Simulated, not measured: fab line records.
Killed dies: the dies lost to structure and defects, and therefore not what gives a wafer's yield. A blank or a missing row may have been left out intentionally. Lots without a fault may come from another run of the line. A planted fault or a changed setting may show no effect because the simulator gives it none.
fab line records	flow sky130
record: lots: 24	wafers: 72	lastDay: 50
route steps=708 shown POLY_GATE@231 LDD_HVP@285 RES_XHIGH@340 LI_CONTACT@378
lots that met no fault: taken from a fault-free run of the same line
startH: hours from the record's opening day to when the first of the lot's shown wafers began	waitH: hours elapsed since this lot's preceding step	" same as the row above	L1.1+2: a single row standing in for several wafers	- no value, or no start given	* or withheld: withheld	< > ~ a bound
route shown NAME@n: NAME is a module with steps in the file, n the number in the route of the first one	usual: the fault-free wafers' mean and standard deviation	same: alike in all rows	chamber/n: place in a boat	sites: each site's reading	_std_site: how widely they spread, as a standard deviation	_edge_site: outer sites' mean less inner sites'	radiusMm: how far each site lies from the wafer's centre	mask NAME#n: copy n	behind: tool/chamber where the wafer was last shaped	hold: the reason the lot was held/the length of the hold in hours/how it ended	device: the n, p or np transistor that did not switch	end of line: the tests these same wafers got at the end of their route	a step with no rows: only its recipe	killed: count of dies lost to structure and defects at first sort (not the wafer's yield)	map: per-die view of a wafer (x killed, . not killed, _ where there is no die)
set.NAME: the setting that was run; set.NAME@STEP: the one run at that earlier step	model.NAME: the simulator's own value behind a step, which no gauge read
steps of the route over a sample of lots; a table a step, a row a wafer
services: a tool's chamber out of use, with start hour (startH, from the record's first day; less than 0 if before it), hours out, and reason
== steps ==
step: SKY_POLY_GATE_ETCH_17
recipe: targetDepthNm: 180	stopOn: SiO2	overEtchFrac: 0.56667	chemistry: HBr/Cl2	target: poly-Si	icpW: 400	biasW: 100	pressureMtorr: 10	HBr_flow_sccm: 150	Cl2_flow_sccm: 50	timeS: 70.5
usual: drypumpMotorCurrentA: 5.9/0.33	oesProductAu: 0.988/0.0078	throttleValvePct: 33.683/0.0091
same: overEtchFrac: 0.56667
lot.wafer	tool	chamber	startH	waitH	drypumpMotorCurrentA	oesProductAu	rfHoursCounterH	throttleValvePct
L074.1	rieSi-01	2	386.50	0.0	5.8	0.987	5	33.667
L074.4	"	1	"	"	5.9	0.987	58	33.680
L074.6	"	1	"	"	5.9	0.978	-	33.689
L075.2	rieSi-02	1	389.13	0.0	6.2	0.979	5	33.677
L075.4	"	2	"	"	6.3	0.999	1	33.680
L075.5	"	1	"	"	6.2	0.973	-	33.689
L077.2	rieSi-01	1	407.76	0.0	5.9	1.003	58	33.668
L077.3	"	0	"	"	5.1	0.986	4	33.690
L077.5	"	1	"	"	5.9	1.006	-	33.681
L076.2	rieSi-02	2	409.72	0.0	6.3	1.005	1	33.689
L076.3	"	0	"	"	5.7	0.996	56	33.675
L076.6	"	3	"	"	5.8	1.003	-	33.689
L078.2	rieSi-01	1	419.58	0.0	5.9	0.980	58	33.673
L078.4	"	2	"	"	5.8	0.970	5	33.695
L078.5	"	1	"	"	5.9	0.983	-	33.678
L079.1	rieSi-02	3	420.30	0.0	5.8	0.985	72	33.679
L079.2	"	0	"	"	5.7	0.988	56	33.681
L079.6	"	3	"	"	5.8	0.975	-	33.688
L081.1	rieSi-02	1	431.48	0.0	6.2	0.978	5	33.682
L081.2	"	0	"	"	5.7	0.989	56	33.694
L081.3	"	2	"	"	6.3	0.988	2	33.688
L080.2	rieSi-02	0	436.35	0.0	5.7	0.998	56	33.683
L080.3	"	1	"	"	6.2	0.983	5	33.694
L080.5	"	2	"	"	6.3	1.006	-	33.655
L082.1	rieSi-02	2	444.68	0.0	6.3	0.991	2	33.689
L082.3	"	0	"	"	5.7	0.987	56	33.695
L082.6	"	1	"	"	6.2	0.981	-	33.688
L083.1	rieSi-02	1	459.65	0.0	6.2	0.989	5	33.682
L083.2	"	0	"	"	5.7	0.991	56	33.662
L083.4	"	2	"	"	6.3	0.989	2	33.688
L084.1	rieSi-02	3	465.15	0.0	5.8	0.996	0	33.682
L084.2	"	0	"	"	5.7	0.978	57	33.674
L084.4	"	2	"	"	6.3	0.992	2	33.683
L085.2	rieSi-01	1	474.37	0.1	5.9	1.001	58	33.667
L085.4	"	0	"	"	5.1	0.994	4	33.703
L085.6	"	3	"	"	5.9	0.986	-	33.684
L086.2	rieSi-02	0	480.40	0.0	5.7	0.992	57	33.677
L086.5	"	3	"	"	5.8	0.991	-	33.679
L086.6	"	2	"	"	6.3	0.999	-	33.680
L087.3	rieSi-01	3	491.61	0.0	6.0	0.976	2	33.686
L087.4	"	3	"	"	6.0	0.979	-	33.692
L087.5	"	0	"	"	5.1	0.992	-	33.683
L088.1	rieSi-02	2	495.78	0.0	6.3	1.001	2	33.681
L088.2	"	3	"	"	5.8	0.993	0	33.684
L088.4	"	1	"	"	6.2	0.984	-	33.677
L089.1	rieSi-01	0	506.25	0.0	5.1	0.991	4	33.695
L089.3	"	3	"	"	5.9	0.985	2	33.681
L089.5	"	2	"	"	5.8	0.985	-	33.681
L091.3	rieSi-02	1	518.66	0.0	6.3	0.990	6	33.676
L091.4	"	3	"	"	5.8	0.986	0	33.684
L091.6	"	3	"	"	5.8	1.005	-	33.675
L090.2	rieSi-01	2	519.73	0.0	5.7	0.977	6	33.679
L090.3	"	0	"	"	5.1	0.993	4	33.683
L090.5	"	2	"	"	5.7	0.988	-	33.684
L092.1	rieSi-02	3	527.73	0.0	5.8	0.987	0	33.689
L092.2	"	2	"	"	6.3	0.974	2	33.685
L092.3	"	1	"	"	6.2	0.974	6	33.673
L093.4	rieSi-01	1	540.95	0.0	5.9	1.001	0	33.687
L093.5	"	1	"	"	5.9	1.000	-	33.687
L093.6	"	0	"	"	5.1	0.988	-	33.696
L094.2	rieSi-02	0	542.51	0.0	5.7	0.983	0	33.696
L094.3	"	2	"	"	6.3	0.988	2	33.683
L094.6	"	3	"	"	5.8	0.989	-	33.655
L095.1	rieSi-01	3	557.38	0.0	6.0	0.996	2	33.687
L095.5	"	3	"	"	6.0	0.990	-	33.680
L095.6	"	2	"	"	5.8	0.988	-	33.696
L096.2	rieSi-02	0	565.02	0.1	5.7	0.988	0	33.678
L096.4	"	2	"	"	6.3	0.994	3	33.686
L096.6	"	3	"	"	5.8	0.992	-	33.678
L097.3	rieSi-02	2	570.58	0.0	6.3	1.009	3	33.677
L097.5	"	2	"	"	6.3	0.992	-	33.696
L097.6	"	1	"	"	6.2	0.981	-	33.688
step: SKY_LDD_HVP_OVL_MEAS_07
usual: LDD_HVP_OVL: -1.4/1.3
lot.wafer	tool	chamber	startH	waitH	LDD_HVP_OVL[nm]
L074.1	overlay-02	-	510.71	0.1	-1.6
L074.4	"	-	"	"	-2.8
L074.6	"	-	"	"	-2.6
L075.2	overlay-01	-	514.15	0.1	-0.9
L075.4	"	-	"	"	-0.8
L075.5	"	-	"	"	-2.0
L077.2	overlay-02	-	533.20	0.1	-2.0
L077.3	"	-	"	"	-1.2
L077.5	"	-	"	"	-3.1
L076.2	overlay-01	-	535.35	0.1	-2.9
L076.3	"	-	"	"	-2.1
L076.6	"	-	"	"	-1.2
L078.2	overlay-01	-	545.62	0.1	-0.6
L078.4	"	-	"	"	1.0
L078.5	"	-	"	"	0.5
L079.1	overlay-01	-	546.79	0.1	0.2
L079.2	"	-	"	"	-3.0
L079.6	"	-	"	"	-1.6
L081.1	overlay-01	-	557.11	0.1	-1.3
L081.2	"	-	"	"	-1.7
L081.3	"	-	"	"	-3.2
L080.2	overlay-01	-	561.62	0.1	-1.0
L080.3	"	-	"	"	1.0
L080.5	"	-	"	"	0.9
L082.1	overlay-02	-	569.51	0.1	-0.3
L082.3	"	-	"	"	-2.9
L082.6	"	-	"	"	-3.6
L083.1	overlay-02	-	583.39	0.1	-3.1
L083.2	"	-	"	"	0.1
L083.4	"	-	"	"	-3.6
L084.1	overlay-01	-	589.88	0.1	0.2
L084.2	"	-	"	"	-0.2
L084.4	"	-	"	"	-0.9
L085.2	overlay-02	-	597.22	0.1	-3.6
L085.4	"	-	"	"	-2.6
L085.6	"	-	"	"	-2.5
L086.2	overlay-01	-	602.63	0.1	-1.8
L086.5	"	-	"	"	-1.3
L086.6	"	-	"	"	0.4
L087.3	overlay-01	-	614.80	0.1	-2.4
L087.4	"	-	"	"	-0.5
L087.5	"	-	"	"	-0.8
L088.1	overlay-01	-	619.16	0.1	0.5
L088.2	"	-	"	"	-0.9
L088.4	"	-	"	"	1.7
L089.1	overlay-02	-	628.23	0.1	-0.5
L089.3	"	-	"	"	-1.9
L089.5	"	-	"	"	-3.0
L091.3	overlay-02	-	640.00	0.1	-0.7
L091.4	"	-	"	"	-2.2
L091.6	"	-	"	"	-0.8
L090.2	overlay-02	-	640.48	0.1	-0.2
L090.3	"	-	"	"	-1.8
L090.5	"	-	"	"	-3.0
L092.1	overlay-01	-	648.68	0.1	-0.2
L092.2	"	-	"	"	0.0
L092.3	"	-	"	"	-1.6
L093.4	overlay-01	-	659.94	0.1	0.4
L093.5	"	-	"	"	-1.2
L093.6	"	-	"	"	-0.1
L094.2	overlay-01	-	661.80	0.1	-3.2
L094.3	"	-	"	"	-3.8
L094.6	"	-	"	"	-1.3
L095.1	overlay-01	-	676.09	0.1	-0.5
L095.5	"	-	"	"	-1.0
L095.6	"	-	"	"	-1.7
L096.2	overlay-01	-	684.12	0.1	-2.3
L096.4	"	-	"	"	-1.5
L096.6	"	-	"	"	-2.2
L097.3	overlay-01	-	688.65	0.1	-4.9
L097.5	"	-	"	"	-3.6
L097.6	"	-	"	"	-3.9
step: SKY_RES_XHIGH_STRIP_08
recipe: chemistry: O2/N2	powerW: 1400	pressureMtorr: 1500	platenTempC: withheld	o2FlowSccm: 3000	n2FlowSccm: 300	overashFraction: 0.5
usual: drypumpMotorCurrentA: 5.4/0.42	o2FlowSccm: 3001/8.7	oesProductAu: 0.711/0.0041	stripTimeToEndpointS: 14.26/0.046
lot.wafer	tool	chamber	startH	waitH	drypumpMotorCurrentA	o2FlowSccm	oesProductAu	rfHoursCounterH	stripTimeToEndpointS
L074.1	plasmaAsher-03	0	631.18	0.1	5.2	2989	0.712	80	14.15
L074.4	"	0	"	"	5.3	2996	0.715	-	14.17
L074.6	"	1	"	"	6.2	3007	0.711	-	14.19
L075.2	plasmaAsher-04	1	634.61	0.1	4.9	2999	0.713	53	14.18
L075.4	"	1	"	"	4.9	3005	0.706	-	14.23
L075.5	"	0	"	"	5.5	2996	0.716	-	14.17
L077.2	plasmaAsher-04	1	655.04	0.1	4.9	3012	0.711	55	14.23
L077.3	"	1	"	"	4.9	3014	0.710	-	14.26
L077.5	"	1	"	"	4.9	3011	0.717	-	14.24
L076.2	plasmaAsher-04	1	656.73	0.1	4.9	2994	0.710	55	14.23
L076.3	"	0	"	"	5.5	3006	0.716	-	14.19
L076.6	"	1	"	"	4.9	3004	0.709	-	14.23
L078.2	plasmaAsher-02	1	664.39	0.1	5.9	2993	0.718	25	14.30
L078.4	"	0	"	"	5.2	3004	0.711	-	14.26
L078.5	"	1	"	"	5.9	3008	0.713	-	14.30
L079.1	plasmaAsher-04	0	665.48	0.1	5.5	3004	0.715	56	14.24
L079.2	"	1	"	"	4.9	2985	0.709	56	14.26
L079.6	"	1	"	"	4.9	2989	0.719	-	14.29
L081.1	plasmaAsher-04	1	675.46	0.1	4.9	2998	0.713	57	14.24
L081.2	"	0	"	"	5.5	2994	0.710	57	14.22
L081.3	"	1	"	"	4.9	3000	0.710	-	14.27
L080.2	plasmaAsher-02	1	680.14	0.1	5.9	3012	0.709	26	14.31
L080.3	"	0	"	"	5.2	3011	0.719	-	14.28
L080.5	"	0	"	"	5.2	3013	0.708	-	14.30
L082.1	plasmaAsher-04	0	687.96	0.1	5.5	3008	0.710	58	14.29
L082.3	"	0	"	"	5.5	3016	0.712	-	14.21
L082.6	"	1	"	"	4.9	3000	0.709	-	14.26
L083.1	plasmaAsher-04	0	699.76	0.1	5.5	3000	0.711	59	14.28
L083.2	"	1	"	"	4.9	2987	0.713	59	14.32
L083.4	"	0	"	"	5.5	3003	0.705	-	14.31
L084.1	plasmaAsher-03	0	708.94	0.1	5.3	2993	0.710	87	14.22
L084.2	"	1	"	"	6.2	2991	0.709	87	14.19
L084.4	"	1	"	"	6.2	3016	0.707	-	14.25
L085.2	plasmaAsher-02	1	713.48	0.1	5.9	3005	0.713	29	14.27
L085.4	"	0	"	"	5.2	2999	0.713	-	14.31
L085.6	"	1	"	"	5.9	2989	0.705	-	14.29
L086.2	plasmaAsher-04	1	719.29	0.1	4.9	2999	0.707	61	14.18
L086.5	"	1	"	"	4.9	2993	0.715	-	14.20
L086.6	"	0	"	"	5.5	2996	0.708	-	14.21
L087.3	plasmaAsher-02	1	729.98	0.1	5.9	3004	0.714	-	14.26
L087.4	"	0	"	"	5.2	3007	0.713	-	14.27
L087.5	"	0	"	"	5.2	3008	0.707	-	14.28
L088.1	plasmaAsher-02	1	736.18	0.1	5.9	3002	0.707	32	14.31
L088.2	"	0	"	"	5.2	2984	0.711	32	14.31
L088.4	"	0	"	"	5.2	2980	0.714	-	14.29
L089.1	plasmaAsher-04	1	743.01	0.1	4.9	3010	0.706	63	14.25
L089.3	"	1	"	"	4.9	2992	0.711	-	14.25
L089.5	"	1	"	"	4.9	2987	0.709	-	14.28
L090.2	plasmaAsher-04	1	755.04	0.1	4.9	2977	0.708	65	14.24
L090.3	"	0	"	"	5.5	2983	0.720	-	14.27
L090.5	"	0	"	"	5.5	2989	0.714	-	14.25
L091.3	plasmaAsher-02	0	755.06	0.1	5.2	3012	0.703	-	14.33
L091.4	"	1	"	"	5.9	3016	0.713	-	14.34
L091.6	"	0	"	"	5.2	3018	0.708	-	14.35
L092.1	plasmaAsher-02	0	763.03	0.1	5.2	2988	0.708	35	14.24
L092.2	"	1	"	"	5.9	3003	0.715	35	14.30
L092.3	"	0	"	"	5.2	3015	0.714	-	14.23
L093.4	plasmaAsher-04	1	772.96	0.1	4.9	3000	0.712	-	14.31
L093.5	"	0	"	"	5.5	3014	0.708	-	14.33
L093.6	"	1	"	"	4.9	2991	0.714	-	14.29
L094.2	plasmaAsher-03	1	774.71	0.1	6.2	3010	0.709	94	14.24
L094.3	"	0	"	"	5.3	2996	0.709	-	14.27
L094.6	"	0	"	"	5.3	2995	0.708	-	14.29
L095.1	plasmaAsher-04	1	789.14	0.1	4.9	2999	0.710	68	14.27
L095.5	"	0	"	"	5.5	2996	0.710	-	14.29
L095.6	"	1	"	"	4.9	2982	0.716	-	14.25
L096.2	plasmaAsher-03	0	796.24	0.1	5.3	2998	0.714	96	14.19
L096.4	"	0	"	"	5.3	3003	0.711	-	14.18
L096.6	"	1	"	"	6.2	3010	0.709	-	14.17
L097.3	plasmaAsher-03	0	800.93	0.1	5.3	2999	0.705	-	14.25
L097.5	"	0	"	"	5.3	2997	0.708	-	14.26
L097.6	"	1	"	"	6.2	2985	0.709	-	14.28
step: SKY_RES_XHIGH_TW_MEAS_09
usual: RES_XHIGH_TW: 1615/10
lot.wafer	tool	chamber	startH	waitH	RES_XHIGH_TW
L074.1	filmMetro-01	-	631.28	0.1	1608
L074.4	"	-	"	"	1607
L074.6	"	-	"	"	1611
L075.2	filmMetro-02	-	634.72	0.1	1624
L075.4	"	-	"	"	1619
L075.5	"	-	"	"	1623
L077.2	filmMetro-02	-	655.15	0.1	1611
L077.3	"	-	"	"	1609
L077.5	"	-	"	"	1616
L076.2	filmMetro-02	-	656.84	0.1	1607
L076.3	"	-	"	"	1609
L076.6	"	-	"	"	1615
L078.2	filmMetro-02	-	664.50	0.1	1609
L078.4	"	-	"	"	1606
L078.5	"	-	"	"	1619
L079.1	filmMetro-01	-	665.58	0.1	1597
L079.2	"	-	"	"	1598
L079.6	"	-	"	"	1607
L081.1	filmMetro-01	-	675.56	0.1	1615
L081.2	"	-	"	"	1616
L081.3	"	-	"	"	1619
L080.2	filmMetro-02	-	680.25	0.1	1616
L080.3	"	-	"	"	1624
L080.5	"	-	"	"	1611
L082.1	filmMetro-01	-	688.06	0.1	1611
L082.3	"	-	"	"	1615
L082.6	"	-	"	"	1615
L083.1	filmMetro-01	-	699.86	0.1	1612
L083.2	"	-	"	"	1610
L083.4	"	-	"	"	1614
L084.1	filmMetro-02	-	709.04	0.1	1616
L084.2	"	-	"	"	1596
L084.4	"	-	"	"	1611
L085.2	filmMetro-03	-	713.59	0.1	1636
L085.4	"	-	"	"	1630
L085.6	"	-	"	"	1635
L086.2	filmMetro-02	-	719.40	0.1	1602
L086.5	"	-	"	"	1608
L086.6	"	-	"	"	1614
L087.3	filmMetro-01	-	730.06	0.1	1607
L087.4	"	-	"	"	1610
L087.5	"	-	"	"	1608
L088.1	filmMetro-03	-	736.28	0.1	1631
L088.2	"	-	"	"	1636
L088.4	"	-	"	"	1621
L089.1	filmMetro-01	-	743.11	0.1	1606
L089.3	"	-	"	"	1603
L089.5	"	-	"	"	1599
L091.3	filmMetro-02	-	755.15	0.1	1617
L091.4	"	-	"	"	1622
L091.6	"	-	"	"	1624
L090.2	filmMetro-03	-	755.15	0.1	1619
L090.3	"	-	"	"	1609
L090.5	"	-	"	"	1621
L092.1	filmMetro-03	-	763.13	0.1	1614
L092.2	"	-	"	"	1619
L092.3	"	-	"	"	1615
L093.4	filmMetro-03	-	773.06	0.1	1635
L093.5	"	-	"	"	1630
L093.6	"	-	"	"	1627
L094.2	filmMetro-01	-	774.82	0.1	1613
L094.3	"	-	"	"	1605
L094.6	"	-	"	"	1604
L095.1	filmMetro-01	-	789.24	0.1	1594
L095.5	"	-	"	"	1600
L095.6	"	-	"	"	1599
L096.2	filmMetro-03	-	796.35	0.1	1635
L096.4	"	-	"	"	1625
L096.6	"	-	"	"	1633
L097.3	filmMetro-03	-	801.01	0.1	1621
L097.5	"	-	"	"	1627
L097.6	"	-	"	"	1632
step: SKY_LI_CONTACT_STRIP_16
recipe: chemistry: O2/N2	powerW: 1400	pressureMtorr: 1500	platenTempC: withheld	o2FlowSccm: 3000	n2FlowSccm: 300	overashFraction: 0.5
usual: drypumpMotorCurrentA: 5.4/0.31	o2FlowSccm: 3000/8.5	oesProductAu: 0.375/0.0044	stripTimeToEndpointS: 3.48/0.04
lot.wafer	tool	chamber	startH	waitH	drypumpMotorCurrentA	o2FlowSccm	oesProductAu	rfHoursCounterH	stripTimeToEndpointS
L074.1	plasmaAsher-02	0	690.58	-	5.2	3014	0.378	27	3.55
L074.4	"	1	"	"	5.8	2995	0.372	-	3.50
L074.6	"	1	"	"	5.9	2998	0.375	-	3.47
L075.2	plasmaAsher-04	1	693.19	-	4.9	3016	0.378	58	3.44
L075.4	"	0	"	"	5.5	3006	0.378	-	3.50
L075.5	"	1	"	"	4.9	3009	0.382	-	3.56
L077.2	plasmaAsher-01	0	713.58	-	5.4	2992	0.376	101	3.52
L077.3	"	0	"	"	5.4	2996	0.369	-	3.44
L077.5	"	1	"	"	5.3	3011	0.373	-	3.52
L076.2	plasmaAsher-02	1	715.43	-	5.9	3009	0.381	30	3.42
L076.3	"	1	"	"	5.9	3007	0.370	-	3.46
L076.6	"	1	"	"	5.9	2996	0.379	-	3.52
L078.2	plasmaAsher-02	0	722.39	-	5.2	2996	0.373	30	3.44
L078.4	"	0	"	"	5.2	3003	0.364	-	3.40
L078.5	"	0	"	"	5.2	2999	0.381	-	3.51
L079.1	plasmaAsher-01	0	723.98	-	5.4	2988	0.374	102	3.51
L079.2	"	1	"	"	5.3	2997	0.378	102	3.44
L079.6	"	0	"	"	5.4	2992	0.373	-	3.52
L081.1	plasmaAsher-04	0	734.03	-	5.5	3000	0.378	62	3.46
L081.2	"	1	"	"	4.9	3007	0.380	62	3.42
L081.3	"	0	"	"	5.5	2995	0.376	-	3.54
L080.2	plasmaAsher-02	1	736.93	-	5.9	2994	0.373	32	3.47
L080.3	"	0	"	"	5.2	3002	0.380	-	3.48
L080.5	"	0	"	"	5.2	3009	0.379	-	3.51
L082.1	plasmaAsher-01	0	745.63	-	5.4	3007	0.376	0	3.47
L082.3	"	1	"	"	5.3	3008	0.378	-	3.50
L082.6	"	0	"	"	5.4	3000	0.372	-	3.49
L083.1	plasmaAsher-04	0	756.99	-	5.5	2995	0.374	65	3.48
L083.2	"	1	"	"	4.9	3007	0.371	65	3.48
L083.4	"	1	"	"	4.9	3012	0.370	-	3.45
L084.1	plasmaAsher-01	0	766.03	-	5.4	3006	0.371	2	3.41
L084.2	"	1	"	"	5.3	2996	0.382	2	3.41
L084.4	"	0	"	"	5.4	2989	0.369	-	3.44
L085.2	plasmaAsher-04	1	771.13	-	4.9	3012	0.369	66	3.49
L085.4	"	1	"	"	4.9	3011	0.385	-	3.46
L085.6	"	0	"	"	5.5	3006	0.391	-	3.50
L086.2	plasmaAsher-02	0	776.93	-	5.2	2997	0.369	36	3.42
L086.5	"	0	"	"	5.2	3010	0.370	-	3.42
L086.6	"	1	"	"	5.9	3009	0.371	-	3.50
L087.3	plasmaAsher-04	1	785.56	-	4.9	3003	0.376	-	3.46
L087.4	"	0	"	"	5.5	2997	0.374	-	3.47
L087.5	"	0	"	"	5.5	2999	0.379	-	3.43
L088.1	plasmaAsher-04	1	792.56	-	4.9	2989	0.379	68	3.58
L088.2	"	0	"	"	5.5	2996	0.374	68	3.51
L088.4	"	1	"	"	4.9	2996	0.376	-	3.51
L089.1	plasmaAsher-04	0	798.45	-	5.5	3003	0.382	69	3.52
L089.3	"	0	"	"	5.5	3003	0.381	-	3.50
L089.5	"	0	"	"	5.5	2993	0.376	-	3.50
L091.3	plasmaAsher-02	1	810.31	-	5.9	2992	0.376	-	3.55
L091.4	"	0	"	"	5.2	3002	0.379	-	3.42
L091.6	"	0	"	"	5.2	3003	0.374	-	3.42
L090.2	plasmaAsher-04	0	810.38	-	5.5	2989	0.380	70	3.51
L090.3	"	1	"	"	4.9	3011	0.370	-	3.52
L090.5	"	1	"	"	4.9	3013	0.374	-	3.52
L092.1	plasmaAsher-01	0	818.58	-	5.4	2993	0.373	5	3.45
L092.2	"	1	"	"	5.3	2995	0.370	5	3.45
L092.3	"	1	"	"	5.3	3009	0.375	-	3.52
L093.4	plasmaAsher-01	0	828.81	-	5.4	2999	0.373	-	3.48
L093.5	"	0	"	"	5.4	2993	0.385	-	3.54
L093.6	"	1	"	"	5.3	2999	0.375	-	3.46
L094.2	plasmaAsher-04	0	829.89	-	5.5	2997	0.377	73	3.52
L094.3	"	1	"	"	4.9	2991	0.379	-	3.48
L094.6	"	0	"	"	5.5	2991	0.383	-	3.52
L095.1	plasmaAsher-02	1	843.93	-	5.9	2995	0.380	43	3.54
L095.5	"	1	"	"	5.8	2983	0.373	-	3.50
L095.6	"	0	"	"	5.2	2985	0.385	-	3.49
L096.2	plasmaAsher-01	1	851.48	-	5.3	3007	0.380	8	3.56
L096.4	"	1	"	"	5.3	3013	0.369	-	3.44
L096.6	"	0	"	"	5.4	2975	0.371	-	3.52
L097.3	plasmaAsher-02	1	855.91	-	5.8	2994	0.377	-	3.47
L097.5	"	1	"	"	5.9	2987	0.376	-	3.51
L097.6	"	0	"	"	5.2	2991	0.380	-	3.50
step: SKY_LI_CONTACT_RS_MEAS_22
recipe: thkMeasGauge: four-point-probe	reads: W_of_LI_CONTACT_CVD_21+TiN_of_LI_CONTACT_SPUTTER_20+Ti_of_LI_CONTACT_SPUTTER_19
usual: LI_CONTACT_W_RS: 0.2850/0.0028
lot.wafer	tool	chamber	startH	waitH	LI_CONTACT_W_RS[ohm/sq]
L074.1	filmMetro-02	-	691.15	0.1	0.2805
L074.4	"	-	"	"	0.2816
L074.6	"	-	"	"	0.2818
L075.2	filmMetro-02	-	693.79	0.1	0.2826
L075.4	"	-	"	"	0.2858
L075.5	"	-	"	"	0.2843
L077.2	filmMetro-02	-	714.15	0.1	0.2859
L077.3	"	-	"	"	0.2871
L077.5	"	-	"	"	0.2872
L076.2	filmMetro-01	-	716.00	0.1	0.2847
L076.3	"	-	"	"	0.2823
L076.6	"	-	"	"	0.2840
L078.2	filmMetro-01	-	722.97	0.1	0.2852
L078.4	"	-	"	"	0.2834
L078.5	"	-	"	"	0.2870
L079.1	filmMetro-03	-	724.53	0.1	0.2834
L079.2	"	-	"	"	0.2839
L079.6	"	-	"	"	0.2842
L081.1	filmMetro-02	-	734.58	0.1	0.2862
L081.2	"	-	"	"	0.2871
L081.3	"	-	"	"	0.2875
L080.2	filmMetro-02	-	737.50	0.1	0.2869
L080.3	"	-	"	"	0.2858
L080.5	"	-	"	"	0.2862
L082.1	filmMetro-03	-	746.22	0.1	0.2859
L082.3	"	-	"	"	0.2896
L082.6	"	-	"	"	0.2839
L083.1	filmMetro-03	-	757.55	0.1	0.2858
L083.2	"	-	"	"	0.2853
L083.4	"	-	"	"	0.2836
L084.1	filmMetro-03	-	766.60	0.1	0.2838
L084.2	"	-	"	"	0.2797
L084.4	"	-	"	"	0.2813
L085.2	filmMetro-03	-	771.70	0.1	0.2888
L085.4	"	-	"	"	0.2879
L085.6	"	-	"	"	0.2845
L086.2	filmMetro-03	-	777.50	0.1	0.2824
L086.5	"	-	"	"	0.2829
L086.6	"	-	"	"	0.2845
L087.3	filmMetro-03	-	786.14	0.1	0.2895
L087.4	"	-	"	"	0.2875
L087.5	"	-	"	"	0.2895
L088.1	filmMetro-02	-	793.12	0.1	0.2862
L088.2	"	-	"	"	0.2868
L088.4	"	-	"	"	0.2820
L089.1	filmMetro-02	-	799.01	0.1	0.2758
L089.3	"	-	"	"	0.2777
L089.5	"	-	"	"	0.2804
L091.3	filmMetro-01	-	810.91	0.1	0.2819
L091.4	"	-	"	"	0.2867
L091.6	"	-	"	"	0.2879
L090.2	filmMetro-03	-	810.95	0.1	0.2852
L090.3	"	-	"	"	0.2811
L090.5	"	-	"	"	0.2856
L092.1	filmMetro-03	-	819.13	0.1	0.2859
L092.2	"	-	"	"	0.2879
L092.3	"	-	"	"	0.2905
L093.4	filmMetro-02	-	829.41	0.1	0.2836
L093.5	"	-	"	"	0.2837
L093.6	"	-	"	"	0.2838
L094.2	filmMetro-01	-	830.51	0.1	0.2824
L094.3	"	-	"	"	0.2828
L094.6	"	-	"	"	0.2858
L095.1	filmMetro-03	-	844.66	0.1	0.2870
L095.5	"	-	"	"	0.2890
L095.6	"	-	"	"	0.2864
L096.2	filmMetro-02	-	852.07	0.1	0.2894
L096.4	"	-	"	"	0.2862
L096.6	"	-	"	"	0.2893
L097.3	filmMetro-02	-	856.65	0.1	0.2883
L097.5	"	-	"	"	0.2895
L097.6	"	-	"	"	0.2895
== services ==
tool	chamber	startH	hours	kind
plasmaAsher-02	-	421.25	9.0	pm
plasmaAsher-02	0	421.25	9.0	ventCycle
rieSi-01	0	450.03	2.1	repair
rieSi-01	-	457.24	14.6	pm
rieSi-02	1	471.42	12.9	repair
plasmaAsher-03	-	479.17	28.1	pm
rieSi-01	-	492.81	0.4	repair
rieSi-02	1	506.38	1.1	repair
plasmaAsher-01	-	523.51	9.9	repair
rieSi-02	0	543.13	4.6	repair
rieSi-01	1	545.91	2.0	repair
plasmaAsher-03	-	566.59	14.6	pm
plasmaAsher-02	-	572.55	1.4	repair
plasmaAsher-04	-	618.87	3.2	repair
plasmaAsher-03	-	662.43	1.5	repair
rieSi-02	2	683.07	1.0	repair
rieSi-02	3	730.26	16.9	repair
plasmaAsher-01	-	733.81	9.0	pm
plasmaAsher-01	-	742.81	2.8	pm
rieSi-01	3	770.46	6.2	repair
rieSi-01	-	772.03	0.7	repair
rieSi-01	-	789.35	2.8	pm
plasmaAsher-01	-	796.20	19.4	repair
rieSi-01	-	839.84	4.0	pm
== key ==
fault none
